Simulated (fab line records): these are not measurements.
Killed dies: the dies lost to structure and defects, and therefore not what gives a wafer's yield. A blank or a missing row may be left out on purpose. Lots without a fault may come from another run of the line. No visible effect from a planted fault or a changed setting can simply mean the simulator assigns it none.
Check of tool commonality	flow gf180mcu	Sampled: 13 lots, 39 wafers

WHY IT WAS OPENED
At GF_VT_IMPLANT_RS_MEAS_48 the reading LVPWELL_RS is flagged on 1 of 13 lots. No-fault wafers: 1197.4 ohm/sq, standard deviation 2.9.
Rule: a lot gets a flag if all its wafers with a number sit over 4 standard deviations from that mean, or if no wafer of it has a number. All remaining lots are regarded as sound.

lot	measured	on	LVPWELL_RS (ohm/sq), wafer by wafer	flag
L944	day 7 11:05	filmMetro-01	1197.5 1192.3 1193.5	
L945	day 7 20:26	filmMetro-04	1194.8 1193.9 1199.8	
L946	day 8 03:13	filmMetro-03	1198.2 1198.6 1194.6	
L947	day 8 11:28	filmMetro-04	1199.4 1199.4 1198.5	
L948	day 8 16:23	filmMetro-03	1202.5 1200.8 1200.6	
L952	day 9 17:46	filmMetro-01	1195.4 1190.0 1193.2	
L955	day 10 14:31	filmMetro-04	1236.0 1234.2 1233.0	FLAGGED
L958	day 11 09:53	filmMetro-03	1193.7 1195.3 1194.9	
L961	day 12 10:22	filmMetro-04	1199.4 1201.2 1197.5	
L963	day 12 21:41	filmMetro-03	1192.2 1194.4 1195.9	
L964	day 13 05:31	filmMetro-01	1197.1 1193.5 1197.8	
L966	day 13 18:51	filmMetro-04	1198.8 1196.3 1199.2	
L967	day 13 23:25	filmMetro-04	1199.2 1195.3 1200.8	
The numbers of the flagged lots are 1234.4 ohm/sq on average: +37.0 ohm/sq against the usual, or +13 standard deviations.

WHICH TOOL RAN EACH LOT
The record keeps 1 process step preceding the reading, out of 602 steps on the route. Cell contents, in order: the tool; ch with the chambers the sampled wafers went through; the start.
lot	flag	GF_LVPWELL_IMPLANT_08
L944		implanter-03 ch 0, day 3 19:44
L945		implanter-03 ch 0, day 4 02:16
L946		implanter-04 ch 0, day 4 07:12
L947		implanter-03 ch 0, day 4 13:58
L948		implanter-02 ch 0, day 4 19:10
L952		implanter-03 ch 0, day 5 16:13
L955	FLAGGED	implanter-02 ch 0, day 6 09:40
L958		implanter-03 ch 0, day 7 03:18
L961		implanter-04 ch 0, day 7 21:58
L963		implanter-04 ch 0, day 8 07:42
L964		implanter-03 ch 0, day 8 14:22
L966		implanter-04 ch 0, day 9 01:27
L967		implanter-04 ch 0, day 9 06:28
What these steps do:
- GF_LVPWELL_IMPLANT_08
- GF_VT_IMPLANT_RS_MEAS_48: measures by four-point-probe.

FLAGGED AGAINST TOTAL, ONE TOOL AT A TIME (gauges that did the reading follow at the end)
step	tool	lots run	flagged	share of the flagged lots	sound lots run after its first flagged lot
GF_LVPWELL_IMPLANT_08	implanter-02	2	1	all	0
GF_LVPWELL_IMPLANT_08	implanter-03	6	0	none	-
GF_LVPWELL_IMPLANT_08	implanter-04	5	0	none	-
GF_VT_IMPLANT_RS_MEAS_48	filmMetro-01	3	0	none	-
GF_VT_IMPLANT_RS_MEAS_48	filmMetro-03	4	0	none	-
GF_VT_IMPLANT_RS_MEAS_48	filmMetro-04	6	1	all	3 (L961,L966,L967)

WHAT THE TABLE ALLOWS
Table rows that saw every flagged lot: 2, namely implanter-02 at GF_LVPWELL_IMPLANT_08 and filmMetro-04 at GF_VT_IMPLANT_RS_MEAS_48.
- implanter-02 at GF_LVPWELL_IMPLANT_08: 1 of its 2 lots flagged. Its last sound lot is L948 (day 4 19:10), its first flagged lot L955 (day 6 09:40): a fault that began between those two fits.
- filmMetro-04 at GF_VT_IMPLANT_RS_MEAS_48: 1 of its 6 lots flagged. Lots that were sound ran on it after the first flagged one (L961, L966, L967); a persistent fault on the entire tool would not allow that.
Left over: one tool, implanter-02 at GF_LVPWELL_IMPLANT_08.

WHAT WAS PUT IN BY THE SIMULATOR
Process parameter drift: implanter-02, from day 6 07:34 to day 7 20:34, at GF_LVPWELL_IMPLANT_08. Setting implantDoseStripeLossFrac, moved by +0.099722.
Shown lots that were struck: L955. The same result came from the rule above.
